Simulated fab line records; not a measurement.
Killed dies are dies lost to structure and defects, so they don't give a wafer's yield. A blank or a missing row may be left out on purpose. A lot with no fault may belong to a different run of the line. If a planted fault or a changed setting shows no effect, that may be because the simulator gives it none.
Which of the tools did it? || flow gf180mcu || Sampling: 13 lots, 36 wafers, 6 of 602 route steps

== WHAT THE GAUGES READ, wafer by wafer ==
GF_NSD_TW_MEAS_12. Usual: NSD_TW 4230, standard deviation 24.
{"lot": "L618", "measured": "day 14 14:11", "on": "film metro-02", "NSD_TW": "4216 4215 4188", "flag": ""}
{"lot": "L619", "measured": "day 14 19:52", "on": "film metro-03", "NSD_TW": "4228 4238 4235", "flag": ""}
{"lot": "L620", "measured": "day 15 01:48", "on": "film metro-04", "NSD_TW": "4237 4286 4254", "flag": ""}
{"lot": "L622", "measured": "day 16 01:02", "on": "film metro-02", "NSD_TW": "4214 4222 4208", "flag": ""}
{"lot": "L623", "measured": "day 16 08:29", "on": "film metro-03", "NSD_TW": "4218 4229 4229", "flag": ""}
{"lot": "L626", "measured": "day 17 07:15", "on": "film metro-02", "NSD_TW": "4262 4260 4243", "flag": ""}
{"lot": "L628", "measured": "day 18 00:59", "on": "film metro-02", "NSD_TW": "4210 4210", "flag": ""}
{"lot": "L629", "measured": "day 18 07:05", "on": "film metro-02", "NSD_TW": "4237 4219", "flag": ""}
{"lot": "L630", "measured": "day 18 18:19", "on": "film metro-03", "NSD_TW": "4245 4230", "flag": ""}
{"lot": "L634", "measured": "day 20 01:53", "on": "film metro-04", "NSD_TW": "4243 4247 4211", "flag": ""}
{"lot": "L636", "measured": "day 20 23:59", "on": "film metro-03", "NSD_TW": "4182 4239 4219", "flag": ""}
{"lot": "L637", "measured": "day 21 03:56", "on": "film metro-04", "NSD_TW": "4271 4260 4253", "flag": ""}
{"lot": "L638", "measured": "day 21 11:12", "on": "film metro-02", "NSD_TW": "4210 4210 4223", "flag": ""}

GF_PSD_TW_MEAS_11. Usual: PSD_TW 3167, standard deviation 17.
{"lot": "L618", "measured": "day 15 12:17", "on": "film metro-02", "PSD_TW": "3171 3162 3157", "flag": ""}
{"lot": "L619", "measured": "day 15 18:10", "on": "film metro-02", "PSD_TW": "3165 3172 3188", "flag": ""}
{"lot": "L620", "measured": "day 16 00:18", "on": "film metro-03", "PSD_TW": "3173 3159 3172", "flag": ""}
{"lot": "L622", "measured": "day 17 00:26", "on": "film metro-04", "PSD_TW": "3189 3170 3181", "flag": ""}
{"lot": "L623", "measured": "day 17 07:20", "on": "film metro-02", "PSD_TW": "3181 3165 3166", "flag": ""}
{"lot": "L626", "measured": "day 18 06:32", "on": "film metro-04", "PSD_TW": "3182 3178 3193", "flag": ""}
{"lot": "L628", "measured": "day 19 00:55", "on": "film metro-03", "PSD_TW": "3163 3158", "flag": ""}
{"lot": "L629", "measured": "day 19 08:05", "on": "film metro-02", "PSD_TW": "3155 3161", "flag": ""}
{"lot": "L630", "measured": "day 19 19:10", "on": "film metro-02", "PSD_TW": "3163 3162", "flag": ""}
{"lot": "L634", "measured": "day 21 02:35", "on": "film metro-03", "PSD_TW": "3174 3170 3169", "flag": ""}
{"lot": "L636", "measured": "day 22 00:25", "on": "film metro-02", "PSD_TW": "3175 3173 3171", "flag": ""}
{"lot": "L637", "measured": "day 22 03:38", "on": "film metro-03", "PSD_TW": "3151 3135 3138", "flag": ""}
{"lot": "L638", "measured": "day 22 11:06", "on": "film metro-02", "PSD_TW": "3169 3190 3166", "flag": ""}

GF_SALICIDE_RS_MEAS_04: uses a four-point probe to measure. Usual: SALICIDE_TIN_RS 16.3 ohm/sq, standard deviation 0.31.
{"lot": "L618", "measured": "day 16 11:07", "on": "film metro-03", "SALICIDE_TIN_RS (ohm/sq)": "16.7 16.1 16.8", "flag": ""}
{"lot": "L619", "measured": "day 16 18:06", "on": "film metro-01", "SALICIDE_TIN_RS (ohm/sq)": "16.4 16.1 16.3", "flag": ""}
{"lot": "L620", "measured": "day 17 00:13", "on": "film metro-03", "SALICIDE_TIN_RS (ohm/sq)": "16.1 16.1 16.1", "flag": ""}
{"lot": "L622", "measured": "day 18 00:05", "on": "film metro-03", "SALICIDE_TIN_RS (ohm/sq)": "16.5 16.2 16.1", "flag": ""}
{"lot": "L623", "measured": "day 18 07:38", "on": "film metro-02", "SALICIDE_TIN_RS (ohm/sq)": "16.9 16.8 16.7", "flag": ""}
{"lot": "L626", "measured": "day 19 08:10", "on": "film metro-03", "SALICIDE_TIN_RS (ohm/sq)": "16.2 16.4 16.4", "flag": ""}
{"lot": "L628", "measured": "day 20 02:27", "on": "film metro-02", "SALICIDE_TIN_RS (ohm/sq)": "13.6 16.0", "flag": "OFF"}
{"lot": "L629", "measured": "day 20 09:23", "on": "film metro-01", "SALICIDE_TIN_RS (ohm/sq)": "13.7 16.0", "flag": "OFF"}
{"lot": "L630", "measured": "day 20 20:31", "on": "film metro-01", "SALICIDE_TIN_RS (ohm/sq)": "13.8 16.4", "flag": "OFF"}
{"lot": "L634", "measured": "day 22 03:29", "on": "film metro-02", "SALICIDE_TIN_RS (ohm/sq)": "16.7 16.8 16.9", "flag": ""}
{"lot": "L636", "measured": "day 23 01:25", "on": "film metro-02", "SALICIDE_TIN_RS (ohm/sq)": "16.1 16.0 15.9", "flag": ""}
{"lot": "L637", "measured": "day 23 04:16", "on": "film metro-03", "SALICIDE_TIN_RS (ohm/sq)": "16.0 15.8 16.0", "flag": ""}
{"lot": "L638", "measured": "day 23 11:53", "on": "film metro-01", "SALICIDE_TIN_RS (ohm/sq)": "15.9 16.0 16.0", "flag": ""}

GF_SALICIDE_THK_MEAS_05: measures by xrf. Usual: SALICIDE_TIN_THK 20.40 nm, standard deviation 0.24.
{"lot": "L618", "measured": "day 16 11:14", "on": "film metro-03", "SALICIDE_TIN_THK (nm)": "20.26 20.34 20.21", "flag": ""}
{"lot": "L619", "measured": "day 16 18:12", "on": "film metro-01", "SALICIDE_TIN_THK (nm)": "20.39 20.45 20.88", "flag": ""}
{"lot": "L620", "measured": "day 17 00:19", "on": "film metro-03", "SALICIDE_TIN_THK (nm)": "20.19 20.55 20.53", "flag": ""}
{"lot": "L622", "measured": "day 18 00:12", "on": "film metro-03", "SALICIDE_TIN_THK (nm)": "20.20 20.37 20.28", "flag": ""}
{"lot": "L623", "measured": "day 18 07:46", "on": "film metro-02", "SALICIDE_TIN_THK (nm)": "20.07 20.13 20.17", "flag": ""}
{"lot": "L626", "measured": "day 19 08:16", "on": "film metro-03", "SALICIDE_TIN_THK (nm)": "20.18 20.34 20.35", "flag": ""}
{"lot": "L628", "measured": "day 20 02:32", "on": "film metro-02", "SALICIDE_TIN_THK (nm)": "30.97 20.33", "flag": "OFF"}
{"lot": "L629", "measured": "day 20 09:30", "on": "film metro-01", "SALICIDE_TIN_THK (nm)": "31.83 20.72", "flag": "OFF"}
{"lot": "L630", "measured": "day 20 20:38", "on": "film metro-01", "SALICIDE_TIN_THK (nm)": "31.29 20.34", "flag": "OFF"}
{"lot": "L634", "measured": "day 22 03:36", "on": "film metro-02", "SALICIDE_TIN_THK (nm)": "20.75 20.85 20.77", "flag": ""}
{"lot": "L636", "measured": "day 23 01:32", "on": "film metro-02", "SALICIDE_TIN_THK (nm)": "20.44 20.75 20.71", "flag": ""}
{"lot": "L637", "measured": "day 23 04:23", "on": "film metro-03", "SALICIDE_TIN_THK (nm)": "20.71 20.96 20.65", "flag": ""}
{"lot": "L638", "measured": "day 23 11:59", "on": "film metro-01", "SALICIDE_TIN_THK (nm)": "20.46 20.73 20.56", "flag": ""}

== EACH LOT AND THE TOOL THAT RAN IT (in order: tool; ch and the chambers of the sampled wafers; start) ==
{"lot": "L618", "GF_SAB_ETCH_11": "rie diel-03 ch 0,2,3, day 16 10:35", "GF_SALICIDE_SPUTTER_03": "pvd sputter-03, day 16 11:06"}
{"lot": "L619", "GF_SAB_ETCH_11": "rie diel-03 ch 0,1, day 16 17:32", "GF_SALICIDE_SPUTTER_03": "pvd sputter-03, day 16 18:02"}
{"lot": "L620", "GF_SAB_ETCH_11": "rie diel-03 ch 0,1, day 16 23:47", "GF_SALICIDE_SPUTTER_03": "pvd sputter-01, day 17 00:09"}
{"lot": "L622", "GF_SAB_ETCH_11": "rie diel-03 ch 0,2,3, day 17 23:41", "GF_SALICIDE_SPUTTER_03": "pvd sputter-01, day 18 00:03"}
{"lot": "L623", "GF_SAB_ETCH_11": "rie diel-01 ch 0,1,2, day 18 07:14", "GF_SALICIDE_SPUTTER_03": "pvd sputter-02, day 18 07:37"}
{"lot": "L626", "GF_SAB_ETCH_11": "rie diel-01 ch 0,2,3, day 19 07:34", "GF_SALICIDE_SPUTTER_03": "pvd sputter-02, day 19 08:07"}
{"lot": "L628", "GF_SAB_ETCH_11": "rie diel-03 ch 2,3, day 20 01:59", "GF_SALICIDE_SPUTTER_03": "pvd sputter-01, day 20 02:22"}
{"lot": "L629", "GF_SAB_ETCH_11": "rie diel-02 ch 0,3, day 20 08:58", "GF_SALICIDE_SPUTTER_03": "pvd sputter-01, day 20 09:22"}
{"lot": "L630", "GF_SAB_ETCH_11": "rie diel-01 ch 0,3, day 20 20:07", "GF_SALICIDE_SPUTTER_03": "pvd sputter-01, day 20 20:29"}
{"lot": "L634", "GF_SAB_ETCH_11": "rie diel-01 ch 1,2,3, day 22 03:04", "GF_SALICIDE_SPUTTER_03": "pvd sputter-02, day 22 03:28"}
{"lot": "L636", "GF_SAB_ETCH_11": "rie diel-01 ch 0,1,2, day 23 01:01", "GF_SALICIDE_SPUTTER_03": "pvd sputter-01, day 23 01:23"}
{"lot": "L637", "GF_SAB_ETCH_11": "rie diel-01 ch 0,3, day 23 03:52", "GF_SALICIDE_SPUTTER_03": "pvd sputter-01, day 23 04:13"}
{"lot": "L638", "GF_SAB_ETCH_11": "rie diel-01 ch 0,2,3, day 23 11:28", "GF_SALICIDE_SPUTTER_03": "pvd sputter-01, day 23 11:50"}
- GF_SAB_ETCH_11: etches SiO2 in C4F8/O2/Ar, target depth 55 nm, time 8.5 s.
- GF_SALICIDE_SPUTTER_03: material TiN, target thk 20 nm, time 16.7 s.

== WHAT THE TOOLS THEMSELVES READ (means of the sampled wafers that have a number; where no wafer has one, the mark that the record gives instead) ==
GF_SAB_ETCH_11. Usual: bias w 1200 W, standard deviation 3.8; oes product au 1.000 a.u., standard deviation 0.0084; rf fwd power W 1475 W, standard deviation 8.7.
{"lot": "L618", "tool": "rie diel-03", "bias w (W)": 1196, "oes product au (a.u.)": 0.992, "rf fwd power W (W)": 1481, "flag": ""}
{"lot": "L619", "tool": "rie diel-03", "bias w (W)": 1196, "oes product au (a.u.)": 0.991, "rf fwd power W (W)": 1477, "flag": ""}
{"lot": "L620", "tool": "rie diel-03", "bias w (W)": 1197, "oes product au (a.u.)": 1.004, "rf fwd power W (W)": 1478, "flag": ""}
{"lot": "L622", "tool": "rie diel-03", "bias w (W)": 1201, "oes product au (a.u.)": 0.994, "rf fwd power W (W)": 1475, "flag": ""}
{"lot": "L623", "tool": "rie diel-01", "bias w (W)": 1199, "oes product au (a.u.)": 0.998, "rf fwd power W (W)": 1473, "flag": ""}
{"lot": "L626", "tool": "rie diel-01", "bias w (W)": 1202, "oes product au (a.u.)": 1.009, "rf fwd power W (W)": 1478, "flag": ""}
{"lot": "L628", "tool": "rie diel-03", "bias w (W)": 1202, "oes product au (a.u.)": 0.994, "rf fwd power W (W)": 1473, "flag": ""}
{"lot": "L629", "tool": "rie diel-02", "bias w (W)": 1202, "oes product au (a.u.)": 1.000, "rf fwd power W (W)": 1462, "flag": ""}
{"lot": "L630", "tool": "rie diel-01", "bias w (W)": 1200, "oes product au (a.u.)": 1.008, "rf fwd power W (W)": 1479, "flag": ""}
{"lot": "L634", "tool": "rie diel-01", "bias w (W)": 1200, "oes product au (a.u.)": 1.006, "rf fwd power W (W)": 1473, "flag": ""}
{"lot": "L636", "tool": "rie diel-01", "bias w (W)": 1200, "oes product au (a.u.)": 1.006, "rf fwd power W (W)": 1469, "flag": ""}
{"lot": "L637", "tool": "rie diel-01", "bias w (W)": 1201, "oes product au (a.u.)": 1.004, "rf fwd power W (W)": 1483, "flag": ""}
{"lot": "L638", "tool": "rie diel-01", "bias w (W)": 1198, "oes product au (a.u.)": 0.997, "rf fwd power W (W)": 1473, "flag": ""}

GF_SALICIDE_SPUTTER_03. Usual: chamber pressure pa 0.4000 Pa, standard deviation 0.00072; throttle valve pct 29.9 %, standard deviation 1.
{"lot": "L618", "tool": "pvd sputter-03", "chamber pressure pa (Pa)": 0.3999, "throttle valve pct (%)": 29.1, "flag": ""}
{"lot": "L619", "tool": "pvd sputter-03", "chamber pressure pa (Pa)": 0.4004, "throttle valve pct (%)": 29.3, "flag": ""}
{"lot": "L620", "tool": "pvd sputter-01", "chamber pressure pa (Pa)": 0.4002, "throttle valve pct (%)": 30.1, "flag": ""}
{"lot": "L622", "tool": "pvd sputter-01", "chamber pressure pa (Pa)": 0.3994, "throttle valve pct (%)": 30.0, "flag": ""}
{"lot": "L623", "tool": "pvd sputter-02", "chamber pressure pa (Pa)": 0.4001, "throttle valve pct (%)": 30.6, "flag": ""}
{"lot": "L626", "tool": "pvd sputter-02", "chamber pressure pa (Pa)": 0.3995, "throttle valve pct (%)": 29.8, "flag": ""}
{"lot": "L628", "tool": "pvd sputter-01", "chamber pressure pa (Pa)": 0.4003, "throttle valve pct (%)": 30.0, "flag": ""}
{"lot": "L629", "tool": "pvd sputter-01", "chamber pressure pa (Pa)": 0.3998, "throttle valve pct (%)": 29.8, "flag": ""}
{"lot": "L630", "tool": "pvd sputter-01", "chamber pressure pa (Pa)": 0.3998, "throttle valve pct (%)": 30.4, "flag": ""}
{"lot": "L634", "tool": "pvd sputter-02", "chamber pressure pa (Pa)": 0.4001, "throttle valve pct (%)": 30.5, "flag": ""}
{"lot": "L636", "tool": "pvd sputter-01", "chamber pressure pa (Pa)": 0.4004, "throttle valve pct (%)": 29.8, "flag": ""}
{"lot": "L637", "tool": "pvd sputter-01", "chamber pressure pa (Pa)": 0.3997, "throttle valve pct (%)": 29.9, "flag": ""}
{"lot": "L638", "tool": "pvd sputter-01", "chamber pressure pa (Pa)": 0.3994, "throttle valve pct (%)": 30.2, "flag": ""}

== THE ANSWER, worked out from the rows above alone ==
Rule: a lot counts as off when the mean over its wafers that have a number is more than 3 standard deviations away from the usual mean. Also off: a lot with no number at a reading for which 4 or more lots have one. All remaining lots with rows at the step are treated as sound. Order of review: gauges by route order, followed by the tools' own readings, for which a lot's mean as printed above is used. At the first step where some lot is off, the reading lying furthest off is the one used; lots without a number count as furthest.
Off: at GF_SALICIDE_RS_MEAS_04 (SALICIDE_TIN_RS), L628, L629, L630.
A tool fits if, at a process step before that reading, it ran every lot that is off, and no sound lot after the first of them. The gauges at GF_SALICIDE_RS_MEAS_04 are tried like those tools. Of those tried, none fits.

== WHAT THE SIMULATOR HAD PUT IN ==
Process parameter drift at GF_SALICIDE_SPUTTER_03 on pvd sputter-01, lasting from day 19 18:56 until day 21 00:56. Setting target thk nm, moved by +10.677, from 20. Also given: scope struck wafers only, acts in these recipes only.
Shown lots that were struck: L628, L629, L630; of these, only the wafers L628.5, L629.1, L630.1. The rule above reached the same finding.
